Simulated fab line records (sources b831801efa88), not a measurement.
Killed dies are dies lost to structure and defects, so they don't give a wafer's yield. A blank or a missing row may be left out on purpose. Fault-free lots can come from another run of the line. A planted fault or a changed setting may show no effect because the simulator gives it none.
2 desks, one fault :: flow sfqLine :: numbers are kept per desk, each desk with only its own; the story behind them comes last

## AT THE METROLOGY DESK
What the gauges read, lot by lot, whatever tool the lot ran on: means of the sampled wafers that have a number. If a lot's mean is further than 4 standard deviations from the usual mean, the lot is out of limits and carries the mark OUT (the distance appears in the brackets).
Columns: A = I0_BOW at SFQ_I0_BOW_MEAS_907, usual 1 um; B = I1_OVL at SFQ_I1_OVL_MEAS_913, usual 0 nm
lot: L657
first seen here: day 11 21:28
A: -1
B: 4

lot: L658
first seen here: day 12 06:30
A: 11
B: -2

lot: L661
first seen here: day 13 04:41
A: 5
B: -5

lot: L662
first seen here: day 13 08:46
A: 7
B: 1

lot: L663
first seen here: day 13 19:09
A: -3
B: -5

lot: L664
first seen here: day 14 01:04
A: -2
B: -9

lot: L665
first seen here: day 14 10:41
A: 6
B: -3

lot: L666
first seen here: day 14 15:28
A: -4
B: 0

lot: L667
first seen here: day 15 01:20
A: -2
B: -2

lot: L669
first seen here: day 16 03:18
A: -7
B: 5

lot: L670
first seen here: day 16 10:30
A: 11
B: 10

lot: L674
first seen here: day 18 05:02
A: 1
B: 5

lot: L679
first seen here: day 20 06:37
A: 0
B: -1

lot: L680
first seen here: day 20 16:12
A: 2
B: 3
This desk's verdict: no lot among the 14 shows anything out of limits.

## FOR THE TOOL OWNER'S DESK: lithoTrack-03
The tool's own readings at SFQ_TRILAYER_M2_LITHO_COAT_062 (resist thk 62 nm): means of the sampled wafers that have a number, for each lot that ran on this tool. If a lot's mean is further than 4 standard deviations from the usual mean, the lot is out of limits and carries the mark OUT (the distance appears in the brackets).
Columns: A = spinSpeedRpm at SFQ_TRILAYER_M2_LITHO_COAT_062, usual 3000.3 rpm
lot: L657
first seen here: day 22 10:17
A: 3001.0

lot: L658
first seen here: day 24 12:25
A: 2998.6

lot: L663
first seen here: day 26 14:14
A: 3003.0

lot: L665
first seen here: day 27 05:49
A: 2999.2

lot: L666
first seen here: day 27 13:41
A: 3000.2

lot: L667
first seen here: day 27 21:04
A: 3001.4

lot: L669
first seen here: day 28 19:41
A: 2998.8

lot: L679
first seen here: day 34 07:14
A: 3189.9 (+99 or more) OUT

lot: L680
first seen here: day 34 08:22
A: 3190.9 (+99 or more) OUT
This desk's verdict: out of limits on L679, L680, starting with L679 at day 34 07:14 (spinSpeedRpm at SFQ_TRILAYER_M2_LITHO_COAT_062). Within limits: L657, L658, L663, L665, L666, L667, L669.

## TAKEN TOGETHER
The tool owner's desk could have raised an alarm at day 34 07:14, on L679, L680.
At the metrology desk, nothing out of limits was observed.
The metrology desk holds a record of L679, L680, inside its limits.
All the named lots went through SFQ_TRILAYER_M2_LITHO_COAT_062 on lithoTrack-03.

## WHAT WAS PUT IN BY THE SIMULATOR
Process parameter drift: lithoTrack-03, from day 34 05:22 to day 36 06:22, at SFQ_TRILAYER_M2_LITHO_COAT_062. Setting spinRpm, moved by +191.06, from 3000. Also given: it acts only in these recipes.
Shown lots that were struck: L679, L680.
Time in hours from fault onset to the first out-of-limits reading at each desk: the tool owner's desk, 2.
